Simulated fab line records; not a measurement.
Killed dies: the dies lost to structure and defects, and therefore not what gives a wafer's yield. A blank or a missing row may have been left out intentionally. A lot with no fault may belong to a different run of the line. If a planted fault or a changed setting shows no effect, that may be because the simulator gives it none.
fab line records    flow sky130
record lots=15  wafers=45  last-day=50
route steps=708 shown VT_ADJUST_NCORE@129 GATE_OXIDE@200 LDD_P@264 SD_P@328
lots that met no fault: taken from a fault-free run of the same line
start-h: hours from the record's first day to the start of the lot's first wafer shown    wait-h: hours elapsed since this lot's preceding step    " identical to the entry in the row above    L1.1+2: a single row standing in for several wafers    - either no value or no given start    * or withheld: withheld    < > ~ a bound
route shown NAME@n: NAME is a module with steps in the file, n the number in the route of the first one    usual: mean/standard deviation of fault-free wafers    same: alike in all rows    chamber/n: place in a boat    sites: the reading at each site    _std_site: the standard deviation of these    _edge_site: outer sites' mean less inner sites'    radius-mm: for every site, how far away it sits from the centre of the wafer    mask NAME#n: copy n    behind: the tool/chamber that last shaped the wafer    hold: cause of the lot's hold/its duration in hours/its outcome    device: the n, p or np transistor that did not switch    end of line: tests run on the same wafers once the route is complete    for a step that has no rows: nothing shown but its recipe    killed: dies that structure and defects cost at the first sort, which is not the same as the wafer's yield    map: per-die view of a wafer (x killed, . not killed, _ where there is no die)
set.NAME: the setting as run; set.NAME@STEP: as run at that earlier step    model.NAME: the simulator's own value behind a step, which no gauge read
steps of the route over a sample of lots; a table a step, a row a wafer
services: a tool's chamber out of use, with start hour (start-h, from the record's first day; less than 0 if before it), hours out, and reason
## steps
# step SKY_VT_ADJUST_NCORE_STRIP_10
# recipe chemistry=O2/N2  power-w=1400  pressure-mtorr=1500  platen-temp-c=withheld  o2-flow-sccm=3000  n2-flow-sccm=300  overash-fraction=0.5
# usual chamber-pressure-mTorr=1499.9/1.4  drypump-motor-current-A=5.7/0.36  oes-product-au=0.715/0.0047  strip-time-to-endpoint-s=14.17/0.034
lot.wafer  tool             chamber  start-h  wait-h  chamber-pressure-mTorr  drypump-motor-current-A  oes-product-au  rf-hours-counter-h  strip-time-to-endpoint-s
L200.1     plasma-asher-03  1        178.01   0.1     1498.2                  6.0                      0.719           50                  14.13
L200.2     "                0        "        "       1498.1                  5.8                      0.713           50                  14.09
L200.4     "                1        "        "       1503.1                  5.9                      0.709           -                   14.16
L202.1     plasma-asher-01  1        195.99   0.1     1499.8                  5.8                      0.718           7                   14.21
L202.3     "                0        "        "       1497.2                  5.3                      0.717           -                   14.21
L202.5     "                1        "        "       1499.2                  5.8                      0.710           -                   14.22
L203.2     plasma-asher-03  0        199.36   0.1     1499.7                  5.8                      0.720           52                  14.13
L203.4     "                1        "        "       1499.2                  6.0                      0.717           -                   14.15
L203.5     "                1        "        "       1500.3                  5.9                      0.721           -                   14.22
L205.1     plasma-asher-03  0        213.09   0.1     1498.2                  5.8                      0.719           53                  14.16
L205.5     "                0        "        "       1500.2                  5.8                      0.718           -                   14.17
L205.6     "                1        "        "       1500.8                  6.0                      0.714           -                   14.14
L206.2     plasma-asher-01  1        222.54   0.1     1501.2                  5.8                      0.712           10                  14.15
L206.4     "                0        "        "       1501.9                  5.4                      0.717           -                   14.12
L206.6     "                1        "        "       1497.2                  5.8                      0.712           -                   14.16
L208.2     plasma-asher-03  0        249.04   0.1     1499.6                  5.8                      0.713           57                  14.19
L208.4     "                1        "        "       1502.0                  5.9                      0.715           -                   14.16
L208.5     "                0        "        "       1501.1                  5.8                      0.706           -                   14.09
L210.3     plasma-asher-03  0        259.17   0.1     1500.0                  5.8                      0.714           -                   14.19
L210.5     "                0        "        "       1499.9                  5.8                      0.707           -                   14.20
L210.6     "                1        "        "       1498.8                  6.0                      0.715           -                   14.20
L211.1     plasma-asher-03  0        260.34   0.1     1499.9                  5.8                      0.714           58                  14.20
L211.3     "                0        "        "       1502.1                  5.8                      0.718           -                   14.19
L211.4     "                1        "        "       1502.7                  6.0                      0.715           -                   14.14
L212.2     plasma-asher-01  1        270.64   0.1     1500.9                  5.8                      0.712           15                  14.11
L212.3     "                0        "        "       1501.2                  5.4                      0.718           -                   14.15
L212.4     "                1        "        "       1499.3                  5.8                      0.717           -                   14.11
L215.2     plasma-asher-03  1        288.74   0.1     1498.3                  6.0                      0.717           59                  14.13
L215.3     "                1        "        "       1498.7                  6.0                      0.716           -                   14.14
L215.4     "                0        "        "       1498.5                  5.8                      0.715           -                   14.18
L214.2     plasma-asher-04  1        290.09   0.1     1498.2                  5.9                      0.714           46                  14.19
L214.5     "                1        "        "       1502.3                  5.9                      0.703           -                   14.16
L214.6     "                0        "        "       1499.1                  5.0                      0.721           -                   14.20
L216.1     plasma-asher-01  1        293.49   0.1     1501.3                  5.8                      0.716           17                  14.11
L216.4     "                1        "        "       1498.7                  5.8                      0.719           -                   14.15
L216.5     "                1        "        "       1499.7                  5.8                      0.717           -                   14.16
L218.1     plasma-asher-04  0        310.56   0.1     1500.1                  5.0                      0.713           48                  14.16
L218.3     "                1        "        "       1498.1                  5.9                      0.720           -                   14.16
L218.5     "                0        "        "       1501.2                  5.0                      0.718           -                   14.15
L220.1     plasma-asher-03  0        321.44   0.1     1498.5                  5.8                      0.717           63                  14.20
L220.3     "                1        "        "       1501.4                  6.0                      0.708           -                   14.20
L220.4     "                0        "        "       1500.8                  5.8                      0.712           -                   14.20
L223.3     plasma-asher-04  0        350.65   0.1     1499.3                  5.0                      0.711           -                   14.16
L223.5     "                0        "        "       1501.5                  5.0                      0.716           -                   14.15
L223.6     "                1        "        "       1500.6                  5.8                      0.715           -                   14.21
# step SKY_GATE_OXIDE_STRIP_13
# recipe chemistry=O2/N2  power-w=1400  pressure-mtorr=1500  platen-temp-c=withheld  o2-flow-sccm=3000  n2-flow-sccm=300  overash-fraction=0.5
# usual chamber-pressure-mTorr=1500.1/1.3  drypump-motor-current-A=5.6/0.37  oes-product-au=0.716/0.005  strip-time-to-endpoint-s=14.17/0.041
lot.wafer  tool             chamber  start-h  wait-h  chamber-pressure-mTorr  drypump-motor-current-A  oes-product-au  rf-hours-counter-h  strip-time-to-endpoint-s
L200.1     plasma-asher-03  1        300.97   0.0     1499.3                  5.9                      0.723           61                  14.14
L200.2     "                0        "        "       1501.1                  5.8                      0.712           61                  14.13
L200.4     "                0        "        "       1501.6                  5.8                      0.710           -                   14.11
L202.1     plasma-asher-04  0        321.72   0.0     1497.5                  5.0                      0.714           50                  14.13
L202.3     "                0        "        "       1500.7                  5.0                      0.724           -                   14.17
L202.5     "                1        "        "       1498.4                  5.8                      0.719           -                   14.14
L203.2     plasma-asher-04  1        326.43   0.0     1501.4                  5.9                      0.714           50                  14.16
L203.4     "                0        "        "       1499.2                  5.0                      0.717           -                   14.19
L203.5     "                1        "        "       1500.1                  5.9                      0.715           -                   14.20
L205.1     plasma-asher-04  1        345.20   0.0     1499.1                  5.9                      0.715           53                  14.21
L205.5     "                1        "        "       1501.1                  5.9                      0.714           -                   14.21
L205.6     "                0        "        "       1500.4                  5.0                      0.714           -                   14.16
L206.2     plasma-asher-03  1        355.84   0.0     1499.8                  6.0                      0.723           67                  14.18
L206.4     "                1        "        "       1502.2                  6.0                      0.726           -                   14.20
L206.6     "                1        "        "       1501.9                  6.0                      0.709           -                   14.21
L208.2     plasma-asher-04  1        392.89   0.0     1500.4                  5.8                      0.726           58                  14.18
L208.4     "                1        "        "       1498.4                  5.9                      0.710           -                   14.14
L208.5     "                0        "        "       1499.3                  5.0                      0.709           -                   14.12
L211.1     plasma-asher-03  1        405.04   0.0     1501.3                  6.0                      0.714           72                  14.17
L211.3     "                1        "        "       1500.8                  6.0                      0.718           -                   14.18
L211.4     "                0        "        "       1501.3                  5.8                      0.716           -                   14.14
L210.3     plasma-asher-01  0        405.48   0.0     1499.2                  5.3                      0.723           -                   14.09
L210.5     "                1        "        "       1500.7                  5.8                      0.718           -                   14.10
L210.6     "                0        "        "       1500.3                  5.3                      0.713           -                   14.09
L212.2     plasma-asher-04  1        415.37   0.0     1500.5                  5.9                      0.716           60                  14.18
L212.3     "                0        "        "       1498.9                  5.0                      0.714           -                   14.17
L212.4     "                1        "        "       1499.4                  5.9                      0.711           -                   14.17
L214.2     plasma-asher-01  1        452.84   0.0     1500.5                  5.8                      0.726           28                  14.20
L214.5     "                0        "        "       1499.9                  5.3                      0.719           -                   14.14
L214.6     "                1        "        "       1501.1                  5.9                      0.716           -                   14.15
L216.1     plasma-asher-03  1        453.90   0.0     1500.0                  6.0                      0.707           3                   14.15
L216.4     "                0        "        "       1501.7                  5.8                      0.710           -                   14.12
L216.5     "                1        "        "       1499.0                  6.0                      0.723           -                   14.17
L215.2     plasma-asher-01  1        454.04   0.0     1500.7                  5.8                      0.720           28                  14.20
L215.3     "                0        "        "       1498.2                  5.3                      0.716           -                   14.22
L215.4     "                1        "        "       1501.3                  5.8                      0.723           -                   14.16
L218.1     plasma-asher-03  0        464.45   0.0     1501.1                  5.8                      0.716           4                   14.23
L218.3     "                0        "        "       1499.2                  5.8                      0.713           -                   14.25
L218.5     "                1        "        "       1501.4                  6.0                      0.714           -                   14.22
L220.1     plasma-asher-01  1        473.64   0.0     1499.8                  5.8                      0.710           30                  14.24
L220.3     "                0        "        "       1497.7                  5.3                      0.715           -                   14.21
L220.4     "                1        "        "       1499.6                  5.8                      0.709           -                   14.22
L223.3     plasma-asher-01  1        504.00   0.0     1500.2                  5.8                      0.715           -                   14.14
L223.5     "                1        "        "       1498.3                  5.8                      0.705           -                   14.13
L223.6     "                0        "        "       1502.4                  5.3                      0.713           -                   14.16
# step SKY_LDD_P_IMPLANT_09
# recipe species=BF2  energy-kev=25  dose-cm2=1e+13  tilt-deg=withheld
# usual beam-energy-keV=25.001/0.0069  beam-on-s=10.00/0.2
lot.wafer  tool          chamber  start-h  wait-h  beam-energy-keV  beam-on-s
L200.1     implanter-02  0        429.29   0.0     24.988           10.12
L200.2     "             0        "        "       25.001           10.12
L200.4     "             0        "        "       24.994           10.46
L202.1     implanter-03  0        444.84   0.0     25.003           9.79
L202.3     "             0        "        "       25.005           10.06
L202.5     "             0        "        "       24.990           9.98
L203.2     implanter-03  0        454.83   0.0     25.000           9.84
L203.4     "             0        "        "       25.001           9.82
L203.5     "             0        "        "       25.012           9.91
L205.1     implanter-04  0        489.56   0.0     24.995           9.92
L205.5     "             0        "        "       24.997           10.12
L205.6     "             0        "        "       24.999           9.81
L206.2     implanter-03  0        489.89   0.0     25.003           10.17
L206.4     "             0        "        "       24.998           9.97
L206.6     "             0        "        "       24.999           10.16
L208.2     implanter-04  0        520.73   0.0     25.005           9.95
L208.4     "             0        "        "       24.998           9.70
L208.5     "             0        "        "       24.999           10.06
L211.1     implanter-02  0        535.76   0.0     25.009           9.82
L211.3     "             0        "        "       25.000           10.02
L211.4     "             0        "        "       25.008           9.83
L210.3     implanter-03  0        537.89   0.1     25.011           9.83
L210.5     "             0        "        "       25.011           9.98
L210.6     "             0        "        "       25.008           10.23
L212.2     implanter-04  0        546.24   0.0     25.007           9.73
L212.3     "             0        "        "       25.001           10.04
L212.4     "             0        "        "       25.005           10.14
L214.2     implanter-02  -        580.34   0.0     -                -
L214.5     "             -        "        "       -                -
L214.6     "             -        "        "       -                -
L215.2     implanter-03  -        582.28   0.0     -                -
L215.3     "             -        "        "       -                -
L215.4     "             -        "        "       -                -
L216.1     implanter-04  -        583.89   0.0     -                -
L216.4     "             -        "        "       -                -
L216.5     "             -        "        "       -                -
L218.1     implanter-02  0        592.91   0.0     24.991           9.91
L218.3     "             0        "        "       24.987           9.95
L218.5     "             0        "        "       24.988           9.63
L220.1     implanter-04  0        601.99   0.0     24.997           9.78
L220.3     "             0        "        "       25.013           9.99
L220.4     "             0        "        "       24.996           9.91
L223.3     implanter-04  0        630.26   0.1     25.008           9.95
L223.5     "             0        "        "       24.991           10.05
L223.6     "             0        "        "       25.009           9.86
# step SKY_LDD_P_TW_MEAS_11
# usual LDD_P_TW=639/4.3
lot.wafer  tool           chamber  start-h  wait-h  LDD_P_TW
L200.1     film-metro-03  -        432.30   2.8     642
L200.2     "              -        "        "       645
L200.4     "              -        "        "       640
L202.1     film-metro-03  -        445.09   0.1     643
L202.3     "              -        "        "       644
L202.5     "              -        "        "       644
L203.2     film-metro-01  -        455.07   0.1     639
L203.4     "              -        "        "       638
L203.5     "              -        "        "       637
L205.1     film-metro-03  -        489.81   0.1     645
L205.5     "              -        "        "       644
L205.6     "              -        "        "       644
L206.2     film-metro-02  -        490.12   0.1     634
L206.4     "              -        "        "       633
L206.6     "              -        "        "       634
L208.2     film-metro-01  -        520.97   0.1     631
L208.4     "              -        "        "       631
L208.5     "              -        "        "       635
L211.1     film-metro-02  -        536.01   0.1     635
L211.3     "              -        "        "       629
L211.4     "              -        "        "       631
L210.3     film-metro-03  -        538.11   0.1     638
L210.5     "              -        "        "       639
L210.6     "              -        "        "       634
L212.2     film-metro-03  -        546.47   0.1     642
L212.3     "              -        "        "       641
L212.4     "              -        "        "       637
L214.2     film-metro-03  -        580.57   0.1     30
L214.5     "              -        "        "       30
L214.6     "              -        "        "       30
L215.2     film-metro-01  -        582.52   0.1     30
L215.3     "              -        "        "       30
L215.4     "              -        "        "       30
L216.1     film-metro-03  -        584.14   0.1     30
L216.4     "              -        "        "       30
L216.5     "              -        "        "       30
L218.1     film-metro-02  -        593.16   0.1     634
L218.3     "              -        "        "       637
L218.5     "              -        "        "       630
L220.1     film-metro-01  -        602.24   0.1     639
L220.3     "              -        "        "       637
L220.4     "              -        "        "       639
L223.3     film-metro-03  -        630.48   0.1     645
L223.5     "              -        "        "       643
L223.6     "              -        "        "       643
# step SKY_SD_P_OVL_MEAS_08
# usual SD_P_OVL=-0.9/1.2
lot.wafer  tool        chamber  start-h  wait-h  SD_P_OVL[nm]
L200.1     overlay-02  -        586.43   0.1     -1.8
L200.2     "           -        "        "       -1.7
L200.4     "           -        "        "       -0.2
L202.1     overlay-02  -        596.56   0.1     -1.3
L202.3     "           -        "        "       -0.7
L202.5     "           -        "        "       -0.7
L203.2     overlay-01  -        607.23   0.1     -1.3
L203.4     "           -        "        "       -0.3
L203.5     "           -        "        "       -0.9
L205.1     overlay-01  -        640.41   0.1     2.1
L205.5     "           -        "        "       1.5
L205.6     "           -        "        "       1.2
L206.2     overlay-01  -        640.71   0.1     0.3
L206.4     "           -        "        "       0.7
L206.6     "           -        "        "       0.2
L208.2     overlay-02  -        671.86   0.1     1.0
L208.4     "           -        "        "       0.1
L208.5     "           -        "        "       -0.8
L211.1     overlay-02  -        682.12   0.1     0.6
L211.3     "           -        "        "       1.0
L211.4     "           -        "        "       -1.0
L210.3     overlay-02  -        684.84   0.1     -1.2
L210.5     "           -        "        "       -1.8
L210.6     "           -        "        "       -0.5
L212.2     overlay-02  -        691.78   0.1     -1.4
L212.3     "           -        "        "       -0.7
L212.4     "           -        "        "       -0.1
L218.1     overlay-02  -        735.83   0.1     -3.1
L218.3     "           -        "        "       -4.1
L218.5     "           -        "        "       -4.5
L220.1     overlay-02  -        745.69   0.1     -1.2
L220.3     "           -        "        "       -0.1
L220.4     "           -        "        "       -2.4
L223.3     overlay-01  -        772.53   0.1     0.2
L223.5     "           -        "        "       -1.5
L223.6     "           -        "        "       -1.6
## services
tool             chamber  start-h  hours  kind
implanter-03     -        162.59   3.6    pm
implanter-02     -        173.09   5.6    repair
implanter-04     -        207.75   8.5    repair
plasma-asher-03  -        261.69   14.6   pm
implanter-04     -        292.84   6.4    pm
implanter-02     -        305.81   3.9    repair
plasma-asher-01  -        310.31   49.4   repair
plasma-asher-01  -        330.98   1.9    repair
implanter-03     -        338.75   7.7    repair
implanter-02     -        373.13   18.2   repair
implanter-03     -        373.17   1.5    repair
implanter-02     -        379.66   4.1    repair
plasma-asher-03  -        382.99   1.5    repair
plasma-asher-01  -        419.64   2.3    repair
plasma-asher-03  -        421.25   9.0    pm
implanter-04     -        432.14   2.2    repair
implanter-03     -        434.52   0.9    repair
plasma-asher-01  -        439.77   1.3    repair
plasma-asher-01  -        440.70   2.7    repair
implanter-02     -        472.74   2.0    repair
implanter-03     -        486.14   2.0    repair
implanter-02     -        486.66   2.1    pm
implanter-03     -        506.87   3.0    repair
implanter-04     -        521.01   0.5    repair
## key
first-sign step=SKY_LDD_P_IMPLANT_09  reading=tool-record  direction=missing
effect step=SKY_LDD_P_TW_MEAS_11  reading=LDD_P_TW  direction=down  sigmas=99+  usual=639  struck=30
met-at SKY_LDD_P_IMPLANT_09
struck-lots L214,L215,L216
later-rows-left-out L214.2,L214.5,L214.6,L215.2,L215.3,L215.4,L216.1,L216.4,L216.5
sort-left-out L214.2,L214.5,L214.6,L215.2,L215.3,L215.4,L216.1,L216.4,L216.5
tester-left-out L214,L215,L216
not-acting-at SKY_VT_ADJUST_NCORE_STRIP_10,SKY_GATE_OXIDE_STRIP_13,SKY_SD_P_OVL_MEAS_08
onset-between 546.24 580.34
fault kind=skipped-step-whole  tool=implanter-02,implanter-03,implanter-04  chamber=-  onset-h=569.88  steps=SKY_LDD_P_IMPLANT_09  scope=struck-lots-only
# tester-left-out: of these lots the tester's yield and bins aren't shown, on N5 and GAA mostly nor the transistor test; their killed dies are dies lost to structure and defects alone, not to doping, threshold or leakage, so they don't give the yield
# sort-left-out: the simulated sort isn't trusted on such a fault, so these wafers' sort isn't shown, and their yield isn't known
# later-rows-left-out: the simulator's readings of these wafers behind a module that went badly wrong aren't trusted and aren't shown, but for the sort
